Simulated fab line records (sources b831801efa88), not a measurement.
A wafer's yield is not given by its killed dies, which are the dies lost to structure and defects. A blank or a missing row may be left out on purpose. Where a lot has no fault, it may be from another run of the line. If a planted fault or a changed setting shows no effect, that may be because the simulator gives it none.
Which tool was responsible? -- flow sky130 -- Sampling: 11 lots, 33 wafers, 2 of 708 route steps

== WHAT THE GAUGES READ, wafer by wafer ==
SKY_VIA1_CD_MEAS_12: target cd 150 nm.
lot,measured,on,cd-nm (nm)
L544,day 33 17:05,cd-sem-02,150.8 151.3 150.2
L545,day 34 05:36,cd-sem-02,149.3 148.2 148.6
L546,day 35 02:38,cd-sem-01,146.5 149.2 149.3
L549,day 35 15:25,cd-sem-02,146.9 147.3 146.5
L550,day 36 02:55,cd-sem-01,150.9 149.8 150.5
L551,day 36 06:49,cd-sem-02,147.6 147.9 147.8
L553,day 36 21:46,cd-sem-02,149.0 147.4 149.1
L554,day 37 18:13,cd-sem-01,152.5 151.7 150.8
L560,day 39 13:36,cd-sem-01,147.8 146.6 148.0
L561,day 40 06:03,cd-sem-02,149.5 149.8 149.9
L567,day 41 03:46,cd-sem-02,149.2 147.3 148.6

== WHICH TOOL RAN EACH LOT (tool, then ch and the chambers of the sampled wafers, then the start) ==
lot,SKY_METAL1_METAL_ETCH_19
L544,"rie-metal-01 ch 0,1, day 32 13:22"
L545,"rie-metal-01 ch 1, day 33 02:04"
L546,"rie-metal-01 ch 0,1, day 33 22:51"
L549,"rie-metal-03 ch 0,1, day 34 10:49"
L550,"rie-metal-01 ch 0,1, day 34 23:01"
L551,"rie-metal-02 ch 0,1, day 35 03:04"
L553,"rie-metal-03 ch 1, day 35 17:19"
L554,"rie-metal-01 ch 0,1, day 36 14:53"
L560,"rie-metal-02 ch 0,1, day 38 11:23"
L561,"rie-metal-01 ch 0,1, day 39 03:30"
L567,"rie-metal-01 ch 0,1, day 40 01:52"
- SKY_METAL1_METAL_ETCH_19: etches the open film in Cl2/BCl3, stops on SiO2, target depth 360 nm, time 78 s.

== THE ANSWER, worked out from the rows above alone ==
Rule: the usual values come from the lots themselves. Put in order of their means at a reading, lots are off if they are a third of the lots or fewer, leave a main group of 4 or more, and stand apart from it by a gap of 3 or more times the standard deviation of the main group's means; of several such gaps the widest counts. If all means in a main group match to the digits the tables above print for the reading, that group is not used. A lot without any number at a reading at which 4 lots or more have one is off too. Any other lot the step has rows for is counted as sound.
None of the lots is off at any reading shown; this tells nothing.

== WHAT THE SIMULATOR HAD INSERTED ==
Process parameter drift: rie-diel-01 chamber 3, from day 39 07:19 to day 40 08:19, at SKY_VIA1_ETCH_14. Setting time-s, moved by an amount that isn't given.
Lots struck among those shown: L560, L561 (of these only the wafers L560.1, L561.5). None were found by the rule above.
